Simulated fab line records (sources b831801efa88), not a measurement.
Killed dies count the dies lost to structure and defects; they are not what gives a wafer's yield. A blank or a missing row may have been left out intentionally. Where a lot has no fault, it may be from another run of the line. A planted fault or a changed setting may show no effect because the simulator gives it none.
Check of tool commonality -- flow sfq line -- Sampled: 14 lots, 42 wafers

## WHAT PROMPTED THE OPENING
SFQ_M0_RS_MEAS_904, reading M0_NB_RS: flagged on 2 of 14 lots. Wafers without a fault read 0.888 ohm/sq, standard deviation 0.012.
Rule: a lot is flagged when every wafer of it that has a number lies more than 4 standard deviations from that mean, or none has a number. All remaining lots are regarded as sound.

lot,measured,on,"M0_NB_RS (ohm/sq), wafer by wafer",flag
L545,day 7 09:15,film metro-01,0.904 0.906 0.896,
L546,day 7 17:37,film metro-03,0.894 0.887 0.877,
L547,day 8 02:00,film metro-02,0.889 0.894 0.895,
L548,day 8 09:58,film metro-03,0.876 0.876 0.875,
L549,day 8 17:12,film metro-02,0.889 0.887 0.889,
L555,day 10 05:37,film metro-01,0.885 0.890 0.885,
L557,day 10 16:25,film metro-01,0.883 0.890 0.881,
L558,day 11 00:48,film metro-01,0.719 0.722 0.718,FLAGGED
L559,day 11 05:11,film metro-03,0.726 0.728 0.728,FLAGGED
L560,day 11 10:31,film metro-03,0.883 0.896 0.898,
L561,day 11 15:55,film metro-02,0.883 0.898 0.906,
L562,day 11 18:57,film metro-02,0.908 0.891 0.899,
L566,day 12 21:57,film metro-02,0.897 0.881 0.893,
L568,day 13 12:56,film metro-01,0.915 0.895 0.894,
On average the flagged lots' numbers are 0.724 ohm/sq, which is -0.164 ohm/sq against the usual, or -14 standard deviations.

## WHICH TOOL EACH LOT WENT THROUGH
The record keeps 1 process step preceding the reading, out of 325 steps on the route. Every cell lists first the tool, next ch and the chambers used by the sampled wafers, and last the start.
lot,flag,SFQ_TRILAYER_M0_DEP_SPUTTER_019
L545,,"pvd sputter-05, day 7 09:10"
L546,,"pvd sputter-03, day 7 17:31"
L547,,"pvd sputter-05, day 8 01:55"
L548,,"pvd sputter-04, day 8 09:50"
L549,,"pvd sputter-05, day 8 17:03"
L555,,"pvd sputter-03, day 10 05:31"
L557,,"pvd sputter-04, day 10 16:17"
L558,FLAGGED,"pvd sputter-04, day 11 00:41"
L559,FLAGGED,"pvd sputter-04, day 11 05:02"
L560,,"pvd sputter-05, day 11 10:26"
L561,,"pvd sputter-03, day 11 15:50"
L562,,"pvd sputter-03, day 11 18:50"
L566,,"pvd sputter-05, day 12 21:50"
L568,,"pvd sputter-03, day 13 12:50"
What the steps here do:
- SFQ_TRILAYER_M0_DEP_SPUTTER_019: material Nb, target thk 200 nm, time 133.3 s.
- SFQ_M0_RS_MEAS_904: measures by four-point-probe.

## FLAGGED OVER TOTAL, TOOL BY TOOL (the gauges that took the reading come last)
step,tool,lots run,flagged,share of the flagged lots,sound lots run after its first flagged lot
SFQ_TRILAYER_M0_DEP_SPUTTER_019,pvd sputter-03,5,0,none,-
SFQ_TRILAYER_M0_DEP_SPUTTER_019,pvd sputter-04,4,2,all,0
SFQ_TRILAYER_M0_DEP_SPUTTER_019,pvd sputter-05,5,0,none,-
SFQ_M0_RS_MEAS_904,film metro-01,5,1,some,1 (L568)
SFQ_M0_RS_MEAS_904,film metro-02,5,0,none,-
SFQ_M0_RS_MEAS_904,film metro-03,4,1,some,1 (L560)

## WHAT THE TABLE ALLOWS
Rows of the table that ran each flagged lot: 1, that is pvd sputter-04 at SFQ_TRILAYER_M0_DEP_SPUTTER_019.
- pvd sputter-04 at SFQ_TRILAYER_M0_DEP_SPUTTER_019: 2 of its 4 lots flagged. Last sound lot L557 at day 10 16:17, first flagged lot L558 at day 11 00:41; a fault beginning in between fits. Its own readings lie more than 4 standard deviations out on every wafer of the flagged lots: cathode dc power W.
What remains is a single tool, pvd sputter-04 at SFQ_TRILAYER_M0_DEP_SPUTTER_019.

## WHAT WAS PUT IN BY THE SIMULATOR
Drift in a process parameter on pvd sputter-04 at SFQ_TRILAYER_M0_DEP_SPUTTER_019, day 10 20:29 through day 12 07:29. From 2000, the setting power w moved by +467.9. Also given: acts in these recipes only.
Lots struck among those shown: L558, L559. The rule above reached the same finding.
